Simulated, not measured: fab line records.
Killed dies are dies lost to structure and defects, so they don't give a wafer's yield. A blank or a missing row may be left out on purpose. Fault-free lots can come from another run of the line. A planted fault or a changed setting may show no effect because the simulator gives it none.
8D (eight disciplines) problem report, filled in by code ; flow gf180mcu ; the parts of the form that need people (team, actions taken, sign-off) are left out

1. PROBLEM STATEMENT
Across 9 wafers from 3 lots, VT_IMPLANT_4_TW at GF_VT_IMPLANT_TW_MEAS_43 averages 655, while fault-free wafers read 694 with a standard deviation of 6.5. That is -5.9 standard deviations from the usual mean.
First seen on wafer L345.2, day 9 20:51, on film_metro-03. At this step, 42 wafers from 14 lots have a number in the record. The rule behind "out" and "out of limits": a value lying over 4 standard deviations away from the usual mean. All remaining wafers that have a number are taken as sound.

2. WHAT IT IS, WHAT IT ISN'T
question;is;is not
which readings at this step;VT_IMPLANT_4_TW;-
which lots;L345, L346, L347;L337, L339, L340, L341, L349, L352, L354, L357, L358, L359, L360
which wafers of those lots;all that have a number;-
read on which gauges;film_metro-03, film_metro-04;film_metro-02
when;from day 9 20:51;"up to then (12 sound wafers); but 21 sound wafers of L349, L352, L354, L357, L358, L359, L360 came after"

3. SUSPECTS, AND WHAT RULES EACH OUT
Counting: a tool at a process step up to the reading stays a suspect if it ran every lot that is out and no sound lot after the first of them.
- the gauge at GF_VT_IMPLANT_TW_MEAS_43: ruled out. The wafers that are out were read on 2 gauges (film_metro-03, film_metro-04).
- implanter-04 at GF_VT_IMPLANT_IMPLANT_41: ruled out as a lasting fault. After its first lot that is out, L345 (day 9 20:37), sound lots L359 ran on it.
Left after counting: nothing in the record.

4. THE CAUSE (what the simulator had put in)
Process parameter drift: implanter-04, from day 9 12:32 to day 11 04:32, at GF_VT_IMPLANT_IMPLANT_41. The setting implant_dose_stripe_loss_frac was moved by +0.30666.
Counting ruled it out, wrongly: the rule takes a fault to strike every lot that its tool runs from its start on, and this one did not.

5. SEQUENCE OF EFFECTS, ordered by route
One row per reading whose mean, taken over the struck wafers that have a number, lies over 3 standard deviations from the usual. Readings are gone through only where the record gives a usual standard deviation; hours: the median, over the lots, of the time from a lot's start at the first step in this table giving one to that lot's start at this step; sigmas: the change measured in usual standard deviations.
hours;step;reading;usual;on struck wafers;change;sigmas
0;GF_VT_IMPLANT_TW_MEAS_43;VT_IMPLANT_4_TW;694;655;-39;-5.9
At these later measuring or inspecting steps, every struck wafer for which the step has a row has a number for every such reading, and none has moved that far: GF_M2_CD_MEAS_14, GF_V2_THK_MEAS_03.

6. WHAT WOULD HAVE CAUGHT IT SOONER
8 hours passed between the start of the fault at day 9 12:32 and the first reading out of limits at a measuring or inspecting step in this record, taken at day 9 20:51.
